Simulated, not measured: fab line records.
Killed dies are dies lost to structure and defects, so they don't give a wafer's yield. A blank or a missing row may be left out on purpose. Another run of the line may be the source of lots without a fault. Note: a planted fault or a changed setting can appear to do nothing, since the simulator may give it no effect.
The tool behind it: which one? -- flow sky130 -- 6 lots, 18 wafers sampled, at 2 steps of a route of 708

== WHAT THE GAUGES SHOWED, per wafer ==
SKY_SPACER_THK_MEAS_01.
lot,measured,on,SPACER_CVD_00_THK (nm)
L123,day 22 21:07,filmMetro-01,43.2 43.2 43.4
L125,day 24 00:56,filmMetro-04,43.2 43.1 43.0
L127,day 24 22:02,filmMetro-04,42.4 43.0 42.8
L129,day 25 11:37,filmMetro-01,43.2 43.1 43.4
L134,day 27 12:55,filmMetro-03,42.7 42.9 42.8
L137,day 28 10:14,filmMetro-04,34.8 34.5 34.9

== TOOL THAT RAN EACH LOT (tool first, then ch and the chambers of the sampled wafers, then the start) ==
lot,SKY_SPACER_CVD_00
L123,"lpcvd-02 ch 1, day 22 19:55"
L125,"lpcvd-02 ch 1, day 23 23:44"
L127,"lpcvd-02 ch 0, day 24 20:50"
L129,"lpcvd-02 ch 0, day 25 10:24"
L134,"lpcvd-02 ch 1, day 27 11:05"
L137,"lpcvd-02 ch 0, day 28 08:26"
- SKY_SPACER_CVD_00: deposits Si3N4 from DCS/NH3, target thk 43.1 nm, time 740 s.

== THE ANSWER, worked out from the rows above alone ==
Rule: what is usual is taken from the lots themselves. The widest of any qualifying gaps counts: lots, ordered by their means at a reading, are off when they make up no more than a third of the lots, leave a main group of 4 or more, and stand apart from it by 3 or more times the standard deviation of that group's means. A main group whose means are all the same, to the digits that the tables above print for the reading, isn't used. A lot without any number at a reading at which 4 lots or more have one is off too. The other lots that the step has rows for count as sound.
Off: L137, at SKY_SPACER_THK_MEAS_01 (SPACER_CVD_00_THK). Mean 43.0 nm and standard deviation 0.22 in the main group.
If a tool, at a process step before that reading, ran all the lots that are off and no sound lot after the first of them, it fits. The gauges at SKY_SPACER_THK_MEAS_01 are tried like those tools. 2 tools fit, lpcvd-02 at SKY_SPACER_CVD_00 and filmMetro-04 at SKY_SPACER_THK_MEAS_01, so this cannot tell which one it is.

== WHAT THE SIMULATOR HAD PUT IN ==
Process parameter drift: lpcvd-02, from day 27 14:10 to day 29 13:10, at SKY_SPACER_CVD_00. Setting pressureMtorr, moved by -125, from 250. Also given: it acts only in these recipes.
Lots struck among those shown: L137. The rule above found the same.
